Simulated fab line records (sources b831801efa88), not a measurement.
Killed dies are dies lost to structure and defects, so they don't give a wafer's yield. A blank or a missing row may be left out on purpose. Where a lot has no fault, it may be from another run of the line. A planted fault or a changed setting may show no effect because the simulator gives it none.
A sampling plan put to the test	flow gf180mcu	one fab line, 57 faults that these records tell of, each judged on the records of the lots that it struck; 1 more is left out, because the records don't allow judging it
What counts as the plan is the set of the line's own looks, namely the steps on the route at which a gauge or an inspection reads a wafer and does not change it. A look can be judged if struck wafers have a number there and the file gives its usual mean and standard deviation on fault-free wafers. Caught: the struck wafers' mean, at a look after the fault's first step, is 4 or more of those standard deviations (sigma) away from the usual mean. On the tool: the test repeated on the tool's own readings taken at the fault's steps. Also counted as caught: the struck wafers showing another recipe, or a record that is empty for them alone.

## THE FAULTS, as the simulator had put them in
1. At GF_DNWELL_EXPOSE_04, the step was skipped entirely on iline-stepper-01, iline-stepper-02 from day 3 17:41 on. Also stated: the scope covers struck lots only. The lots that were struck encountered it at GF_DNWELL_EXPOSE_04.
2. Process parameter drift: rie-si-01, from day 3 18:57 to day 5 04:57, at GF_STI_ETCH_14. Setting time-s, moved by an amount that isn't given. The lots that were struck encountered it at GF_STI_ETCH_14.
3. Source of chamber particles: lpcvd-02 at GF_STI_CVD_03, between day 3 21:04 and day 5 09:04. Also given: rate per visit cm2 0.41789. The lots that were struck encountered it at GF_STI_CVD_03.
4. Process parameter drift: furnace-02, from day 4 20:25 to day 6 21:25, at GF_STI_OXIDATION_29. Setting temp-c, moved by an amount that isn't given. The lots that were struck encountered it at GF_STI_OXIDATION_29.
5. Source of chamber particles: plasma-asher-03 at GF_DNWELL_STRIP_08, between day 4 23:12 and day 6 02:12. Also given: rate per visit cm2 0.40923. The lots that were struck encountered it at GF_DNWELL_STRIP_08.
6. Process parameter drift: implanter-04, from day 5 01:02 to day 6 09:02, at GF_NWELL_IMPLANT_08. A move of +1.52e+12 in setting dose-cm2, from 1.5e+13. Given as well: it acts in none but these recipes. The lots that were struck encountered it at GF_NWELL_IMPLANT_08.
7. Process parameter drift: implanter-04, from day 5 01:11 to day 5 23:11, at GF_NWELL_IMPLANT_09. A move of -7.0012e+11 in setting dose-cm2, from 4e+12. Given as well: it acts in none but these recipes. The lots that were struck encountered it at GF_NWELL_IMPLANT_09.
8. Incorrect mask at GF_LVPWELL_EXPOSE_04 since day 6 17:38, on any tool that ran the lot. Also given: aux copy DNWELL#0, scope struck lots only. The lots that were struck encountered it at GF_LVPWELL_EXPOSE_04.
9. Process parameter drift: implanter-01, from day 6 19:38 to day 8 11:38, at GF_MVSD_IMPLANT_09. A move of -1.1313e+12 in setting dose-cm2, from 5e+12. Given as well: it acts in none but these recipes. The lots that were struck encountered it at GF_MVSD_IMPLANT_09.
10. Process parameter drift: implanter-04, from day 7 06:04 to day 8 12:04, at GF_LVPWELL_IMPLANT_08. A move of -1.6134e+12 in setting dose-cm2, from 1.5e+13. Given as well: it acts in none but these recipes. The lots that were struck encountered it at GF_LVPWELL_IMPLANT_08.
11. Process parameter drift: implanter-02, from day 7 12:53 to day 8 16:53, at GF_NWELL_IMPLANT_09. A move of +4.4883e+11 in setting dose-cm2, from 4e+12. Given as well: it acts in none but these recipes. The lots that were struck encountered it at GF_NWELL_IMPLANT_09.
12. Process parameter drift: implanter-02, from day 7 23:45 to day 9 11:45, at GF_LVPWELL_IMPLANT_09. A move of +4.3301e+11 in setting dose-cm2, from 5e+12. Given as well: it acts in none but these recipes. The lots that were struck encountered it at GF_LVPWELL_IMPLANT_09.
13. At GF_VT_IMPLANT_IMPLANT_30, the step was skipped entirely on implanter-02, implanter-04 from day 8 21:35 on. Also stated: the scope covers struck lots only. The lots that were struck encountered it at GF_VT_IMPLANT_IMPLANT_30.
14. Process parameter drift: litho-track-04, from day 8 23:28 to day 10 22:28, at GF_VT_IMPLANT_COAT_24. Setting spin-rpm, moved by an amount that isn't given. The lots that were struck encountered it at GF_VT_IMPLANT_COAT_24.
15. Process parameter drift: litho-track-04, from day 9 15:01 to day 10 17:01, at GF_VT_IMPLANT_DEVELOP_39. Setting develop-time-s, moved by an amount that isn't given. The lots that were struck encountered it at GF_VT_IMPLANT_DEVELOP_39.
16. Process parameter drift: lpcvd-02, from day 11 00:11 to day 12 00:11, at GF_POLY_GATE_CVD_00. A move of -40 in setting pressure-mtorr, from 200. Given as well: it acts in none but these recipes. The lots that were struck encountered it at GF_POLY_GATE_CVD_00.
17. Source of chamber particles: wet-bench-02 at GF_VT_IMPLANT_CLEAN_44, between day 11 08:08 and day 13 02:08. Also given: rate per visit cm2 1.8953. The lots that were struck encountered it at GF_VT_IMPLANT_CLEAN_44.
18. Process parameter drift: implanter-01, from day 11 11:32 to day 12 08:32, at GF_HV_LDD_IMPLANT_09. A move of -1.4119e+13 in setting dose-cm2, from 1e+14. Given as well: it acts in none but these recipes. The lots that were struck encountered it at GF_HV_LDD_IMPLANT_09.
19. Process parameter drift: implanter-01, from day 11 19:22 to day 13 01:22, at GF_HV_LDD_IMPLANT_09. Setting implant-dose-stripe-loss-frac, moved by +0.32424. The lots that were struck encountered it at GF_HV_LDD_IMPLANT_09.
20. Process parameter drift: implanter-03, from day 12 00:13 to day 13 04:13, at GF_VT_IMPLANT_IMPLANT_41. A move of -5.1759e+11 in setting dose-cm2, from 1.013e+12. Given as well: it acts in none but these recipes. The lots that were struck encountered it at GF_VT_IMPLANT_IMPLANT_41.
21. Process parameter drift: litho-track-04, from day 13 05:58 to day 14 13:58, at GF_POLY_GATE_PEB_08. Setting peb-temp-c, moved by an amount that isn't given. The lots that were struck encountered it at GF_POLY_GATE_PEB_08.
22. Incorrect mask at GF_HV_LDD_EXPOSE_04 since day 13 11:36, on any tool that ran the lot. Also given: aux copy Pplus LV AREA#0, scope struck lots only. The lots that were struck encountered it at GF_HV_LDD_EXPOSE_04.
23. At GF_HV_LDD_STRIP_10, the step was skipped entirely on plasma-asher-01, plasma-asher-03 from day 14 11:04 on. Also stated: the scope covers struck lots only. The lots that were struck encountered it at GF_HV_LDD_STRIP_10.
24. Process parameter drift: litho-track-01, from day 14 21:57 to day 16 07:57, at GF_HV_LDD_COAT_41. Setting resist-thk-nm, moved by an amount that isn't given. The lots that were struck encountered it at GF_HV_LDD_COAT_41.
25. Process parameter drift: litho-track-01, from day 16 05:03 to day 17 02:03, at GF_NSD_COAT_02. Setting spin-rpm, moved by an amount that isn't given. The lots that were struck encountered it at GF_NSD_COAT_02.
26. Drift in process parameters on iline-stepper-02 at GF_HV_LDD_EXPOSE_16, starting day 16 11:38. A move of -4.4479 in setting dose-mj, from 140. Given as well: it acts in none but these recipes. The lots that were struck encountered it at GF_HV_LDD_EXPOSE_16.
27. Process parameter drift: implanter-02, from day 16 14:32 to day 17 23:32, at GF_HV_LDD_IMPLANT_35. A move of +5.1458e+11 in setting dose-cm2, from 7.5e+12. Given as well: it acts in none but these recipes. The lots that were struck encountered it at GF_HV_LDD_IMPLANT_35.
28. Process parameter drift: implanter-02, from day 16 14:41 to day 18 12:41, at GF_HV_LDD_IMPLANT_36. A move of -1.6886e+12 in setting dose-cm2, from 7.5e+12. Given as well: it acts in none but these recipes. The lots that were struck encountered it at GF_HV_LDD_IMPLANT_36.
29. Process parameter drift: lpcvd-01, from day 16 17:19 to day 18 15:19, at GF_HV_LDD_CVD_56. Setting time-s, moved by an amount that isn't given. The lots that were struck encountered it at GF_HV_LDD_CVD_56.
30. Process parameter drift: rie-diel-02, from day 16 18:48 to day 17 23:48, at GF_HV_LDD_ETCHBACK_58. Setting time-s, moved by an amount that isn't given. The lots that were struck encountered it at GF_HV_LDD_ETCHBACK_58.
31. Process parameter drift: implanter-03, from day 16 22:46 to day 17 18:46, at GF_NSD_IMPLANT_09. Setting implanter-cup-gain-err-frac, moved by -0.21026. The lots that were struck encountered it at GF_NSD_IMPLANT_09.
32. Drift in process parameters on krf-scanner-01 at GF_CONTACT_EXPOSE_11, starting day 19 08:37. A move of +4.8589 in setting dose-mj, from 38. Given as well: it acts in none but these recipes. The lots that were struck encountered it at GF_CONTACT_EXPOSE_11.
33. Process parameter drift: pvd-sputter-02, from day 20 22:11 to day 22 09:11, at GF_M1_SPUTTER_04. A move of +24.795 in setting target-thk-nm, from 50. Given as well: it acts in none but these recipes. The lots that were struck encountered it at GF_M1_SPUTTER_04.
34. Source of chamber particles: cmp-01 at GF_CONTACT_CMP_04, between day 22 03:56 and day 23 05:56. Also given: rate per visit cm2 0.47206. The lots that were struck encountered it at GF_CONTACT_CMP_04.
35. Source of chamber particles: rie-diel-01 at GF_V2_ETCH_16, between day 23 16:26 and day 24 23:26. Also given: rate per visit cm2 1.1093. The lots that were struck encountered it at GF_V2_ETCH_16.
36. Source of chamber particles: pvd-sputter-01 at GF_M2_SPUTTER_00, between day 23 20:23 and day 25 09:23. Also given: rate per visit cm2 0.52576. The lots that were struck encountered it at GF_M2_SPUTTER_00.
37. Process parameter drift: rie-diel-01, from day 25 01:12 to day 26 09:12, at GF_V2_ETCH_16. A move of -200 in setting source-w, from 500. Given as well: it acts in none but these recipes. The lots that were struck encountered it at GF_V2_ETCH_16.
38. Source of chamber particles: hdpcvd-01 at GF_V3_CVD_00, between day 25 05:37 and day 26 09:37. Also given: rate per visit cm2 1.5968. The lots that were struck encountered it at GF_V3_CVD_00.
39. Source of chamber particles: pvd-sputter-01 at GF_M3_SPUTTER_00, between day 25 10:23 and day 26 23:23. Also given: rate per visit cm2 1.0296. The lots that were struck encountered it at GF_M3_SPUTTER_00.
40. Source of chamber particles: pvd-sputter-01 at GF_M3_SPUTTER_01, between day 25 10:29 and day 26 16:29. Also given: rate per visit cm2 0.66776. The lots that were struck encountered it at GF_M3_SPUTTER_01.
41. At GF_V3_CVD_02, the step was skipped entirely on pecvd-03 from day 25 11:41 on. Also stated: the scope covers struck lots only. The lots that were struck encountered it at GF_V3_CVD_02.
42. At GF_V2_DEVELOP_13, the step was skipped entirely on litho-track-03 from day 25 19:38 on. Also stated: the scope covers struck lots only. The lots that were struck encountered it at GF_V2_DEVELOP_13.
43. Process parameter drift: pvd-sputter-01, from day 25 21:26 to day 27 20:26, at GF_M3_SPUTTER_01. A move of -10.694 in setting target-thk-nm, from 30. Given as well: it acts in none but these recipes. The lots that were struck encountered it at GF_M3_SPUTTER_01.
44. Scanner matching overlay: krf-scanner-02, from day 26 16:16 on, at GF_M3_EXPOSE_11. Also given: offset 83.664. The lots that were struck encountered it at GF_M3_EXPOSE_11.
45. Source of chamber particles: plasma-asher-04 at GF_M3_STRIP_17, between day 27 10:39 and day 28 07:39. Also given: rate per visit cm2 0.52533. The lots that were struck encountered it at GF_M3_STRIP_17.
46. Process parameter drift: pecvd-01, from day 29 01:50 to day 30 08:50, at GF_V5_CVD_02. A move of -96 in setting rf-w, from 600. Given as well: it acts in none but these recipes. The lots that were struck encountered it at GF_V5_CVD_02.
47. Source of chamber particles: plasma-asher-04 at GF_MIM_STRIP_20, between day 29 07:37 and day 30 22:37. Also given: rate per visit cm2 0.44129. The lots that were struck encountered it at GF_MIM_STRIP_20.
48. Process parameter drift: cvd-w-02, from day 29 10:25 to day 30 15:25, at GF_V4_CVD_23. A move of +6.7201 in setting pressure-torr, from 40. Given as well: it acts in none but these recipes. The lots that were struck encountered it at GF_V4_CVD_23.
49. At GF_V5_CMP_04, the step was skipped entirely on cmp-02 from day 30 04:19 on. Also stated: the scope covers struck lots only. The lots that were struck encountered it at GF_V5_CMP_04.
50. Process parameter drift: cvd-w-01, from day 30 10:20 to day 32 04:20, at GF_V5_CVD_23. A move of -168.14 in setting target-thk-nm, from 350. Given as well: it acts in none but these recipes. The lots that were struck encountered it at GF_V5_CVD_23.
51. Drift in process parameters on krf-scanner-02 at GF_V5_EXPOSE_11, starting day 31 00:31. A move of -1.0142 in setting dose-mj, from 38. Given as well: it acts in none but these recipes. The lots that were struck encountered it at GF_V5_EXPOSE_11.
52. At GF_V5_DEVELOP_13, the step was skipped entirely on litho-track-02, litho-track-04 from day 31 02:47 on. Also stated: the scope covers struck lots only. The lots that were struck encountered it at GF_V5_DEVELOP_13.
53. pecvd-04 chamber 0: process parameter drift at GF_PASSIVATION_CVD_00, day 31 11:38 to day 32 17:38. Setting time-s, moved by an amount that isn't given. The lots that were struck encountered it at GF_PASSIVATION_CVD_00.
54. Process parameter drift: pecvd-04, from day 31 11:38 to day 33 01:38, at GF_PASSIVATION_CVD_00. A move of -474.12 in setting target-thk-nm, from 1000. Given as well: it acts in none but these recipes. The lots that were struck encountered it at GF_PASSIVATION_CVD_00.
55. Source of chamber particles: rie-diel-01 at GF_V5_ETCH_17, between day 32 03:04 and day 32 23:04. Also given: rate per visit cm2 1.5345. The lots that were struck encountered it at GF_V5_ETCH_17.
56. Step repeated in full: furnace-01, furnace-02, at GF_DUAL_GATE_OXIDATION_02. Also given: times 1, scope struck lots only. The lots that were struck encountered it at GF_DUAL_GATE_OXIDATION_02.
57. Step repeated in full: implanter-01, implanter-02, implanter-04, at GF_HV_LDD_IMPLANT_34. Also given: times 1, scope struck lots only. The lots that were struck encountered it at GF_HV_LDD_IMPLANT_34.

## WHAT THE PLAN SAW
fault	on the tool itself	first look that catches it	reading, sigma	median hours from its first step to that look	hours from the fault's start to the first struck lot there	judged looks passed uncaught
1	no reading that can be judged	GF_DNWELL_TW_MEAS_09	DNWELL_TW -99 or beyond	6.9	10	0
2	run-length-s -90 sigma	none of the 2 looks that can be judged after it	-	-	-	2
3	under 2 sigma	none of the 3 looks that can be judged after it	-	-	-	3
4	spike-tc-bottom-C +36 sigma	GF_STI_THK_MEAS_30	STI_OXIDATION_02_THK +23	1.4	4	0
5	under 2 sigma	not the one look that can be judged after it	-	-	-	1
6	dose-ions-cm2 +99 or beyond sigma	GF_VT_IMPLANT_RS_MEAS_47	NWELL_RS -20	113.1	114	1
7	dose-ions-cm2 -99 or beyond sigma	GF_VT_IMPLANT_RS_MEAS_47	NWELL_RS +11	112.9	113	2
8	no reading that can be judged	GF_LVPWELL_TW_MEAS_11	LVPWELL_TW -99 or beyond	7.5	10	0
9	dose-ions-cm2 -99 or beyond sigma	GF_VT_IMPLANT_RS_MEAS_46	MVSD_RS +15	86.6	97	0
10	dose-ions-cm2 -99 or beyond sigma	GF_LVPWELL_TW_MEAS_11	LVPWELL_TW -4.7	0.4	3	0
11	dose-ions-cm2 +99 or beyond sigma	GF_VT_IMPLANT_RS_MEAS_47	NWELL_RS -7.1	126.7	128	0
12	dose-ions-cm2 +80 sigma	GF_VT_IMPLANT_RS_MEAS_48	LVPWELL_RS -6.0	111.6	111	0
13	the tool's record is blank for the struck wafers	GF_VT_IMPLANT_TW_MEAS_32	VT_IMPLANT_3_TW -99 or beyond	0.2	3	0
14	spin-speed-rpm +99 or beyond sigma	not the one look that can be judged after it	-	-	-	1
15	under 2 sigma	none of the 9 looks that can be judged after it	-	-	-	9
16	pressure-mtorr -99 or beyond sigma	GF_POLY_GATE_THK_MEAS_01	POLY_GATE_CVD_00_THK -7.7	1.3	3	0
17	no reading that can be judged	not the one look that can be judged after it	-	-	-	1
18	dose-ions-cm2 -99 or beyond sigma	GF_HV_LDD_TW_MEAS_11	HV_LDD_TW -7.5	0.2	5	0
19	under 2 sigma	GF_HV_LDD_TW_MEAS_11	HV_LDD_TW -9.7	0.2	3	0
20	dose-ions-cm2 -99 or beyond sigma	GF_VT_IMPLANT_TW_MEAS_43	VT_IMPLANT_4_TW -39	0.2	14	0
21	heater-power-total-W +13 sigma	none of the 3 looks that can be judged after it	strongest: cd-nm at GF_POLY_GATE_CD_MEAS_10, -2.8	-	-	3
22	under 2 sigma	GF_HV_LDD_TW_MEAS_11	HV_LDD_TW -99 or beyond	10.5	14	0
23	the tool's record is blank for the struck wafers	GF_HV_LDD_TW_MEAS_23	HV_LDD_2_TW -99 or beyond	22.2	23	0
24	no reading that can be judged	GF_HV_LDD_CD_MEAS_46	cd-nm +43	11.3	13	0
25	spin-speed-rpm +25 sigma	not the one look that can be judged after it	-	-	-	1
26	exposure-dose-mJ-cm2 -34 sigma	GF_HV_LDD_CD_MEAS_19	cd-nm -4.6	11.3	17	0
27	dose-ions-cm2 +65 sigma	no look after it can be judged	-	-	-	0
28	dose-ions-cm2 -99 or beyond sigma	GF_HV_LDD_RS_MEAS_53	HV_LDD_RS +4.8	23.6	29	0
29	under 2 sigma	GF_HV_LDD_THK_MEAS_57	HV_LDD_CVD_56_THK +5.7	1.4	5	0
30	run-length-s -98 sigma	no look after it can be judged	-	-	-	0
31	beam-on-s +4.0 sigma	GF_PSD_RS_MEAS_14	NSD_RS -12	24.4	34	4
32	exposure-dose-mJ-cm2 +99 or beyond sigma	GF_CONTACT_CD_MEAS_14	cd-nm +13	12.1	18	0
33	under 2 sigma	none of the 2 looks that can be judged after it	strongest: M1_ALCU_THK at GF_M1_THK_MEAS_06, -3.7	-	-	2
34	under 2 sigma	not the one look that can be judged after it	-	-	-	1
35	under 2 sigma	not the one look that can be judged after it	-	-	-	1
36	under 2 sigma	no look after it can be judged	-	-	-	0
37	rf-fwd-power-W -99 or beyond sigma	no look after it can be judged	-	-	-	0
38	under 2 sigma	not the one look that can be judged after it	-	-	-	1
39	under 2 sigma	not the one look that can be judged after it	-	-	-	1
40	under 2 sigma	not the one look that can be judged after it	-	-	-	1
41	the tool's record is blank for the struck wafers	no look after it can be judged	-	-	-	0
42	no reading that can be judged	no look after it can be judged	-	-	-	0
43	under 2 sigma	no look after it can be judged	-	-	-	0
44	under 2 sigma	GF_M3_OVL_MEAS_15	M3_OVL +16	9.6	22	0
45	under 2 sigma	not the one look that can be judged after it	-	-	-	1
46	rf-fwd-power-W -48 sigma	none of the 2 looks that can be judged after it	strongest: V5_CVD_02_THK at GF_V5_THK_MEAS_03, -3.8	-	-	2
47	under 2 sigma	no look after it can be judged	-	-	-	0
48	chamber-pressure-Torr +86 sigma	GF_V4_RS_MEAS_24	V4_W_RS -4.6	0.1	4	0
49	the tool's record is blank for the struck wafers	no look after it can be judged	-	-	-	0
50	under 2 sigma	GF_V5_RS_MEAS_24	V5_W_RS +55	0.1	11	0
51	exposure-dose-mJ-cm2 -20 sigma	not the one look that can be judged after it	strongest: cd-nm at GF_V5_CD_MEAS_14, -3.0	-	-	1
52	no reading that can be judged	no look after it can be judged	-	-	-	0
53	run-length-s +36 sigma	GF_PASSIVATION_THK_MEAS_01	PASSIVATION_CVD_00_THK +12	0.1	13	0
54	under 2 sigma	GF_PASSIVATION_THK_MEAS_01	PASSIVATION_CVD_00_THK -32	0.1	10	0
55	under 2 sigma	no look after it can be judged	-	-	-	0
56	under 2 sigma	GF_DUAL_GATE_THK_MEAS_03	DUAL_GATE_OXIDATION_00_THK +30	4.1	-	0
57	no reading that can be judged	GF_HV_LDD_TW_MEAS_38	HV_LDD_3_TW +12	0.9	-	0
A dash: the fault is not caught, or the number is missing from these records.

Caught at a look: 29 of 57. Caught on the tool: 29 of 57. By one or the other: 40 of 57.
Faults caught by the tool alone: 2, 14, 21, 25, 27, 30, 37, 41, 46, 49, 51.
Caught at a look alone: faults 1, 8, 19, 22, 24, 29, 44, 50, 54, 56, 57.
Caught by neither: faults 3, 5, 15, 17, 33, 34, 35, 36, 38, 39, 40, 42, 43, 45, 47, 52, 55.

## THINNER SAMPLING
If the look that catches a fault measured only every second or every third lot, by lot number, the first struck lot would be measured this late in the worst case:
fault	struck lots at that look, in order of time	every lot	every second lot	every third lot
1	L193, L194, L195	10 h	15 h	20 h
4	L367, L370	4 h	20 h	may miss all 2
6	L934, L937	114 h	134 h	may miss all 2
7	L319, L322	113 h	134 h	may miss all 2
8	L739	10 h	may miss it	may miss it
9	L941, L943	97 h	may miss all 2	may miss all 2
10	L320, L324	3 h	may miss all 2	may miss all 2
11	L270, L271	128 h	137 h	may miss all 2
12	L919, L923	111 h	may miss all 2	may miss all 2
13	L375, L376, L377	3 h	10 h	18 h
16	L347, L348, L349	3 h	14 h	18 h
18	L159, L160	5 h	11 h	may miss all 2
19	L464, L465	3 h	14 h	may miss all 2
20	L462, L463	14 h	21 h	may miss all 2
22	L518	14 h	may miss it	may miss it
23	L977, L978, L979	23 h	35 h	41 h
24	L296, L300	13 h	may miss all 2	may miss all 2
26	L546, L547, L548	17 h	23 h	33 h
28	L719, L720	29 h	37 h	may miss all 2
29	L998, L102	5 h	may miss all 2	may miss all 2
31	L660, L661	34 h	40 h	may miss all 2
32	L602, L607	18 h	54 h	may miss all 2
44	L735, L736	22 h	24 h	may miss all 2
48	L125, L128	4 h	22 h	may miss all 2
50	L202, L204	11 h	may miss all 2	may miss all 2
53	L394	13 h	may miss it	may miss it
54	L609, L610	10 h	13 h	may miss all 2
Hours: fault start to first struck lot measured. 4 sigma limit: tested on the pooled struck wafers, so a lone lot may be under it. Other struck lots may not be in these records.

## THE LONGEST TIMED WAY FROM STEP TO LOOK
For fault 11, GF_NWELL_IMPLANT_09 and GF_VT_IMPLANT_RS_MEAS_47 are separated by a median of 126.7 hours. No look between them can be judged.
